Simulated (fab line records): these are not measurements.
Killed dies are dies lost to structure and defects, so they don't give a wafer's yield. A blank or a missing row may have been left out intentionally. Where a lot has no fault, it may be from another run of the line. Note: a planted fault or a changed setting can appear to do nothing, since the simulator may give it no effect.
Which tool was responsible? + flow sky130 + 39 wafers from 13 lots sampled at 4 of the route's 708 steps

== WHAT THE GAUGES READ, wafer by wafer ==
SKY_METAL1_THK_MEAS_06: measures by xrf. Usual: METAL1_ALCU_THK 251 nm, standard deviation 3.5.
| lot  | measured     | on           | METAL1_ALCU_THK (nm) | flag |
|------|--------------|--------------|----------------------|------|
| L985 | day 31 08:54 | filmMetro-01 | 250 250 247          |      |
| L987 | day 33 11:07 | filmMetro-02 | 254 255 256          |      |
| L989 | day 33 12:36 | filmMetro-01 | 250 247 251          |      |
| L988 | day 33 13:49 | filmMetro-01 | 259 259 257          |      |
| L992 | day 34 08:26 | filmMetro-01 | 247 251 252          |      |
| L996 | day 35 00:43 | filmMetro-04 | 250 255 256          |      |
| L101 | day 36 14:24 | filmMetro-01 | 251 251 252          |      |
| L102 | day 36 18:41 | filmMetro-02 | 248 248 251          |      |
| L103 | day 37 07:39 | filmMetro-01 | 255 260 252          |      |
| L105 | day 37 18:47 | filmMetro-01 | 255 252 254          |      |
| L106 | day 37 23:14 | filmMetro-01 | 249 249 249          |      |
| L107 | day 38 13:49 | filmMetro-01 | 245 248 247          |      |
| L108 | day 38 14:24 | filmMetro-01 | 252 252 256          |      |

SKY_VIA1_OVL_MEAS_13. Usual: VIA1_OVL 2 nm, standard deviation 5.
| lot  | measured     | on         | VIA1_OVL (nm) | flag |
|------|--------------|------------|---------------|------|
| L985 | day 33 14:32 | overlay-01 | 10 -3 5       |      |
| L987 | day 35 18:40 | overlay-02 | -5 2 3        |      |
| L989 | day 35 19:01 | overlay-02 | 10 0 2        |      |
| L988 | day 35 20:31 | overlay-01 | -6 -6 -8      |      |
| L992 | day 36 14:51 | overlay-02 | 5 2 -1        |      |
| L996 | day 37 06:20 | overlay-02 | 0 6 0         |      |
| L101 | day 38 19:49 | overlay-01 | -6 3 6        |      |
| L102 | day 39 00:05 | overlay-01 | 4 4 0         |      |
| L103 | day 39 12:04 | overlay-01 | 9 3 9         |      |
| L105 | day 39 23:16 | overlay-02 | 3 -1 -1       |      |
| L106 | day 40 02:37 | overlay-01 | 4 10 6        |      |
| L107 | day 40 15:55 | overlay-01 | 2 1 5         |      |
| L108 | day 40 17:17 | overlay-01 | 3 -1 -3       |      |

== EACH LOT AND THE TOOL THAT RAN IT (in order: tool; ch and the chambers of the sampled wafers; start) ==
| lot  | SKY_METAL1_SPUTTER_04       | SKY_VIA1_SOFTBAKE_08             |
|------|-----------------------------|----------------------------------|
| L985 | pvdSputter-01, day 31 08:43 | lithoTrack-04 ch 0, day 33 01:00 |
| L987 | pvdSputter-04, day 33 10:57 | lithoTrack-01 ch 0, day 35 05:00 |
| L989 | pvdSputter-03, day 33 12:26 | lithoTrack-01 ch 0, day 35 06:00 |
| L988 | pvdSputter-01, day 33 13:38 | lithoTrack-03 ch 0, day 35 07:00 |
| L992 | pvdSputter-04, day 34 08:15 | lithoTrack-03 ch 0, day 36 01:00 |
| L996 | pvdSputter-04, day 35 00:31 | lithoTrack-03 ch 0, day 36 16:00 |
| L101 | pvdSputter-04, day 36 14:13 | lithoTrack-04 ch 0, day 38 07:00 |
| L102 | pvdSputter-03, day 36 18:29 | lithoTrack-04 ch 0, day 38 12:00 |
| L103 | pvdSputter-03, day 37 07:28 | lithoTrack-04 ch 0, day 38 23:00 |
| L105 | pvdSputter-01, day 37 18:37 | lithoTrack-04 ch 0, day 39 11:00 |
| L106 | pvdSputter-01, day 37 23:04 | lithoTrack-03 ch 0, day 39 14:00 |
| L107 | pvdSputter-04, day 38 13:38 | lithoTrack-01 ch 0, day 40 03:00 |
| L108 | pvdSputter-03, day 38 14:14 | lithoTrack-03 ch 0, day 40 04:00 |
- SKY_METAL1_SPUTTER_04: material TiN, target thk 70 nm, time 58.3 s.
- SKY_VIA1_SOFTBAKE_08: time 90 s.

== WHAT THE TOOLS THEMSELVES READ (means of the sampled wafers that have a number; where no wafer has one, the mark that the record gives instead) ==
SKY_METAL1_SPUTTER_04. Usual: 30.1 % for throttleValvePct, sd 1.1.
| lot  | tool          | throttleValvePct (%) | flag |
|------|---------------|----------------------|------|
| L985 | pvdSputter-01 | 29.5                 |      |
| L987 | pvdSputter-04 | 29.6                 |      |
| L989 | pvdSputter-03 | 29.6                 |      |
| L988 | pvdSputter-01 | 31.5                 |      |
| L992 | pvdSputter-04 | 29.0                 |      |
| L996 | pvdSputter-04 | 28.9                 |      |
| L101 | pvdSputter-04 | 29.1                 |      |
| L102 | pvdSputter-03 | 30.2                 |      |
| L103 | pvdSputter-03 | 30.1                 |      |
| L105 | pvdSputter-01 | 31.0                 |      |
| L106 | pvdSputter-01 | 30.5                 |      |
| L107 | pvdSputter-04 | 28.8                 |      |
| L108 | pvdSputter-03 | 29.8                 |      |

SKY_VIA1_SOFTBAKE_08. Usual: heaterPowerTotalW 57.35 W, standard deviation 0.11; runLengthS 119.15 s, standard deviation 0.22.
| lot  | tool          | heaterPowerTotalW (W) | runLengthS (s) | flag |
|------|---------------|-----------------------|----------------|------|
| L985 | lithoTrack-04 | 57.33                 | 118.87         |      |
| L987 | lithoTrack-01 | 57.35                 | 119.14         |      |
| L989 | lithoTrack-01 | 57.38                 | 119.10         |      |
| L988 | lithoTrack-03 | 57.33                 | 119.32         |      |
| L992 | lithoTrack-03 | 61.04                 | 104.41         | OFF  |
| L996 | lithoTrack-03 | 61.00                 | 104.45         | OFF  |
| L101 | lithoTrack-04 | 57.36                 | 118.80         |      |
| L102 | lithoTrack-04 | 57.32                 | 118.87         |      |
| L103 | lithoTrack-04 | 57.33                 | 118.96         |      |
| L105 | lithoTrack-04 | 57.39                 | 118.84         |      |
| L106 | lithoTrack-03 | 57.39                 | 119.26         |      |
| L107 | lithoTrack-01 | 57.38                 | 119.15         |      |
| L108 | lithoTrack-03 | 57.25                 | 119.33         |      |

== THE ANSWER, worked out from the rows above alone ==
Rule: a lot is off if the mean of its wafers that have a number lies more than 3 standard deviations from the usual mean. Also off: a lot with no number at a reading for which 4 or more lots have one. Where the step has rows for the other lots, those lots are counted as sound. The gauges are gone through in route order, then the tools' own readings, and for those a lot's mean is taken as printed above. The first step at which some lot is off is used, and at that step the reading that is off furthest; a lot without a number counts as furthest.
Off: L992, L996 (SKY_VIA1_SOFTBAKE_08, runLengthS).
A tool fits if, at that step or a process step before it, it ran every lot that is off, and no sound lot after the first of them. Not one of the candidates tried fits.

== WHAT THE SIMULATOR PUT IN ==
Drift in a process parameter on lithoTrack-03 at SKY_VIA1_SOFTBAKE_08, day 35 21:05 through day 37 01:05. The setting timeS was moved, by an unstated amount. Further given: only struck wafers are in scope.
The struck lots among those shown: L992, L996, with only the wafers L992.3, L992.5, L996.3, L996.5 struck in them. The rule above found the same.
